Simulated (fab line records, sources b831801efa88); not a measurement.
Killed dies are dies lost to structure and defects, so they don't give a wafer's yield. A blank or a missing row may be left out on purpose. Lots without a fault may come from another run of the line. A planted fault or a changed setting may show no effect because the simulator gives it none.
fab line records | flow gf180mcu | part 2 of 2: steps 30 to 40 of 40
record lots=5 wafers=15 last_day=34
route steps=602 shown MVPSD@83 VT_IMPLANT@90
lots that met no fault: from a run of the same line without faults
start_h: hours from the record's first day to the start of the lot's first wafer shown | wait_h: hours since the lot's step before | " the same as in the row above | L1.1+2: a row that stands for several wafers | - no value, or no start given | * or withheld: withheld | < > ~ a bound
route shown NAME@n: a module of which the file shows steps, and the number in the route of the first | usual: mean/standard deviation of fault-free wafers | same: alike in all rows | chamber/n: place in a boat | sites: the reading at each site | _std_site: their standard deviation | _edge_site: outer sites' mean less inner sites' | radius_mm: how far each site lies from the wafer's centre | mask NAME#n: copy n | behind: the tool/chamber that last shaped the wafer | hold: why the lot was held/for how many hours/how that ended | device: the transistor (n, p or np) that didn't switch | end of line: the same wafers' tests at the end of the route | a step without rows: its recipe alone | killed: dies lost to structure and defects at the first sort, not the wafer's yield | map: a wafer's dies, x killed, . not, _ none there
set.NAME: the setting as run; set.NAME@STEP: as run at that earlier step | model.NAME: the simulator's own value behind a step, which no gauge read
lots at some steps of the route; a table a step, a row a wafer
services: from which hour (start_h, from the record's first day; less than 0 if before it) a tool's chamber was out of use, for how many hours, and why
## steps
# step GF_VT_IMPLANT_DEHYDRATE_22
# recipe temp_c=200 time_s=60
# usual heater_power_total_W=160.38/0.14
# columns lot.wafer tool chamber start_h wait_h heater_power_total_W
L076.2 litho_track-04 0 146.34 7.2 160.56
L076.5 " 0 " " 160.27
L076.6 " 0 " " 160.24
L084.1 litho_track-02 0 202.13 7.9 160.33
L084.2 " 0 " " 160.49
L084.3 " 0 " " 160.32
L091.2 litho_track-02 0 242.81 8.3 160.44
L091.3 " 0 " " 160.33
L091.5 " 0 " " 160.19
L093.1 litho_track-02 0 256.63 8.3 160.30
L093.3 " 0 " " 160.56
L093.4 " 0 " " 160.20
L097.1 litho_track-02 0 284.18 9.3 160.55
L097.2 " 0 " " 160.21
L097.6 " 0 " " 160.56
# step GF_VT_IMPLANT_HMDS_23
# recipe prime_time_s=60 prime_temp_c=120
# columns lot.wafer tool chamber start_h wait_h
L076.2+5+6 litho_track-04 0 146.49 0.1
L084.1+2+3 litho_track-02 0 202.28 0.1
L091.2+3+5 litho_track-02 0 242.96 0.1
L093.1+3+4 litho_track-02 0 256.78 0.1
L097.1+2+6 litho_track-02 0 284.33 0.1
# step GF_VT_IMPLANT_COAT_24
# recipe resist=NOVOLAK spin_rpm=3000 resist_thk_nm=1000
# columns lot.wafer tool chamber start_h wait_h
L076.2+5+6 litho_track-04 0 146.64 0.1
L084.1+2+3 litho_track-02 0 202.43 0.1
L091.2+3+5 litho_track-02 0 243.11 0.1
L093.1+3+4 litho_track-02 0 256.93 0.1
L097.1+2+6 litho_track-02 0 284.48 0.1
# step GF_VT_IMPLANT_SOFTBAKE_25
# recipe temp_c=90 time_s=60 resist=NOVOLAK
# usual heater_power_total_W=56.60/0.046
# columns lot.wafer tool chamber start_h wait_h heater_power_total_W
L076.2 litho_track-04 0 146.79 0.1 56.60
L076.5 " 0 " " 56.62
L076.6 " 0 " " 56.52
L084.1 litho_track-02 0 202.58 0.1 56.62
L084.2 " 0 " " 56.64
L084.3 " 0 " " 56.51
L091.2 litho_track-02 0 243.26 0.1 56.63
L091.3 " 0 " " 56.59
L091.5 " 0 " " 56.58
L093.1 litho_track-02 0 257.08 0.1 56.60
L093.3 " 0 " " 56.52
L093.4 " 0 " " 56.58
L097.1 litho_track-02 0 284.63 0.1 56.52
L097.2 " 0 " " 56.66
L097.6 " 0 " " 56.64
# step GF_VT_IMPLANT_EXPOSE_26
# recipe mask_id=LVPWELL_HV_AREA target_cd_nm=860 na=0.6 source_shape=conventional sigma_outer=0.6 dose_mj=140
# usual exposure_dose_mJ_cm2=139.97/0.14
# columns lot.wafer tool chamber start_h wait_h mask exposure_dose_mJ_cm2
L076.2 iline_stepper-02 0 - - LVPWELL_HV_AREA#0 139.85
L076.5 " 0 " " LVPWELL_HV_AREA#0 139.84
L076.6 " 0 " " LVPWELL_HV_AREA#0 139.79
L084.1 iline_stepper-02 0 - - LVPWELL_HV_AREA#0 139.81
L084.2 " 0 " " LVPWELL_HV_AREA#0 139.99
L084.3 " 0 " " LVPWELL_HV_AREA#0 139.74
L091.2 iline_stepper-01 0 - - LVPWELL_HV_AREA#0 140.19
L091.3 " 0 " " LVPWELL_HV_AREA#0 140.02
L091.5 " 0 " " LVPWELL_HV_AREA#0 140.10
L093.1 iline_stepper-01 0 - - LVPWELL_HV_AREA#0 140.07
L093.3 " 0 " " LVPWELL_HV_AREA#0 139.90
L093.4 " 0 " " LVPWELL_HV_AREA#0 140.00
L097.1 iline_stepper-02 0 - - LVPWELL_HV_AREA#0 139.85
L097.2 " 0 " " LVPWELL_HV_AREA#0 139.92
L097.6 " 0 " " LVPWELL_HV_AREA#0 139.99
# step GF_VT_IMPLANT_PEB_27
# recipe temp_c=withheld time_s=* resist=NOVOLAK
# columns lot.wafer tool chamber start_h wait_h
L076.2+5+6 litho_track-04 0 - -
L084.1+2+3 litho_track-01 0 - -
L091.2+3+5 litho_track-01 0 - -
L093.1+3+4 litho_track-02 0 - -
L097.1+2+6 litho_track-04 0 - -
# step GF_VT_IMPLANT_DEVELOP_28
# recipe develop_time_s=60 dev_temp_c=23
# columns lot.wafer tool chamber start_h wait_h
L076.2+5+6 litho_track-04 0 154.14 0.1
L084.1+2+3 litho_track-01 0 210.75 0.1
L091.2+3+5 litho_track-01 0 252.32 0.1
L093.1+3+4 litho_track-02 0 266.18 0.1
L097.1+2+6 litho_track-04 0 294.61 0.1
# step GF_VT_IMPLANT_OVL_MEAS_29
# usual VT_IMPLANT_02_OVL=0.7/1.4
# columns lot.wafer tool chamber start_h wait_h VT_IMPLANT_02_OVL[nm]
L076.2 overlay-01 - 154.27 0.1 1.9
L076.5 " - " " 0.0
L076.6 " - " " 0.6
L084.1 overlay-02 - 210.90 0.1 1.8
L084.2 " - " " 2.3
L084.3 " - " " 3.4
L091.2 overlay-02 - 252.45 0.1 3.1
L091.3 " - " " 0.7
L091.5 " - " " 0.1
L093.1 overlay-01 - 266.33 0.1 -0.3
L093.3 " - " " 0.2
L093.4 " - " " -0.2
L097.1 overlay-02 - 294.76 0.1 -1.9
L097.2 " - " " 0.5
L097.6 " - " " -3.1
# step GF_VT_IMPLANT_IMPLANT_30
# recipe species=B energy_kev=25 dose_cm2=2.534e+12 tilt_deg=7
# columns lot.wafer tool chamber start_h wait_h
L076.2+5+6 implanter-04 0 154.37 0.1
L084.1+2+3 implanter-01 0 210.93 0.0
L091.2+3+5 implanter-01 0 252.51 0.0
L093.1+3+4 implanter-03 0 266.37 0.0
L097.1+2+6 implanter-01 0 294.80 0.0
# step GF_VT_IMPLANT_STRIP_31
# recipe chemistry=O2/N2 power_w=1400 pressure_mtorr=1500 platen_temp_c=250 o2_flow_sccm=3000 n2_flow_sccm=300 overash_fraction=0.5
# usual chamber_pressure_mTorr=1500.0/1.2 drypump_motor_current_A=5.8/0.32 heater_power_w=362/40 oes_product_au=0.716/0.004 strip_time_to_endpoint_s=12.64/0.032
# columns lot.wafer tool chamber start_h wait_h chamber_pressure_mTorr drypump_motor_current_A heater_power_w oes_product_au rf_hours_counter_h strip_time_to_endpoint_s
L076.2 plasma_asher-02 0 154.50 0.1 1499.8 5.5 325 0.716 38 12.66
L076.5 " 0 " " 1499.6 5.5 334 0.715 - 12.66
L076.6 " 1 " " 1500.9 5.6 286 0.720 - 12.69
L084.1 plasma_asher-01 1 211.08 0.1 1501.6 5.9 348 0.710 55 12.61
L084.2 " 0 " " 1498.5 6.4 406 0.717 55 12.60
L084.3 " 1 " " 1500.3 5.9 349 0.715 - 12.60
L091.2 plasma_asher-01 1 252.63 0.1 1499.7 5.9 348 0.711 60 12.61
L091.3 " 0 " " 1500.2 6.4 427 0.716 - 12.59
L091.5 " 1 " " 1499.9 5.9 356 0.709 - 12.63
L093.1 plasma_asher-02 0 266.52 0.1 1501.2 5.5 329 0.715 49 12.63
L093.3 " 0 " " 1501.5 5.5 326 0.722 - 12.59
L093.4 " 1 " " 1499.4 5.6 295 0.718 - 12.58
L097.1 plasma_asher-02 0 294.95 0.1 1499.7 5.5 330 0.721 52 12.64
L097.2 " 1 " " 1499.3 5.6 296 0.710 52 12.61
L097.6 " 1 " " 1501.7 5.6 298 0.722 - 12.63
# step GF_VT_IMPLANT_TW_MEAS_32
# usual VT_IMPLANT_3_TW=269.0/2.5
# columns lot.wafer tool chamber start_h wait_h VT_IMPLANT_3_TW
L076.2 film_metro-01 - 154.61 0.1 270.2
L076.5 " - " " 269.2
L076.6 " - " " 270.9
L084.1 film_metro-04 - 211.18 0.1 267.1
L084.2 " - " " 268.8
L084.3 " - " " 266.8
L091.2 film_metro-01 - 252.74 0.1 271.0
L091.3 " - " " 270.2
L091.5 " - " " 270.9
L093.1 film_metro-01 - 266.62 0.1 272.7
L093.3 " - " " 272.3
L093.4 " - " " 273.7
L097.1 film_metro-04 - 295.05 0.1 267.9
L097.2 " - " " 267.4
L097.6 " - " " 267.0
## services
# columns tool chamber start_h hours kind
implanter-04 - 88.12 3.5 repair
plasma_asher-04 - 95.88 1.6 repair
implanter-04 - 101.62 5.0 pm
plasma_asher-03 - 108.75 9.0 pm
implanter-01 - 123.12 0.9 repair
plasma_asher-03 - 124.28 2.4 repair
litho_track-02 - 127.30 - consumable_replace:filter
iline_stepper-01 - 127.46 2.1 pm
iline_stepper-01 - 132.63 1.7 pm
implanter-01 - 152.04 3.7 pm
implanter-03 - 160.52 2.2 repair
plasma_asher-04 - 172.28 1.1 repair
iline_stepper-01 - 195.58 9.5 repair
implanter-03 - 212.02 2.4 repair
plasma_asher-02 - 213.67 12.6 repair
implanter-03 - 217.88 5.2 pm
plasma_asher-04 - 236.47 2.8 pm
iline_stepper-02 - 237.42 1.2 repair
plasma_asher-02 - 239.49 2.8 pm
iline_stepper-02 - 243.31 1.7 pm
litho_track-01 - 254.31 - consumable_replace:filter
plasma_asher-02 - 256.68 2.0 repair
plasma_asher-04 - 266.96 0.7 repair
implanter-04 - 288.12 4.2 repair
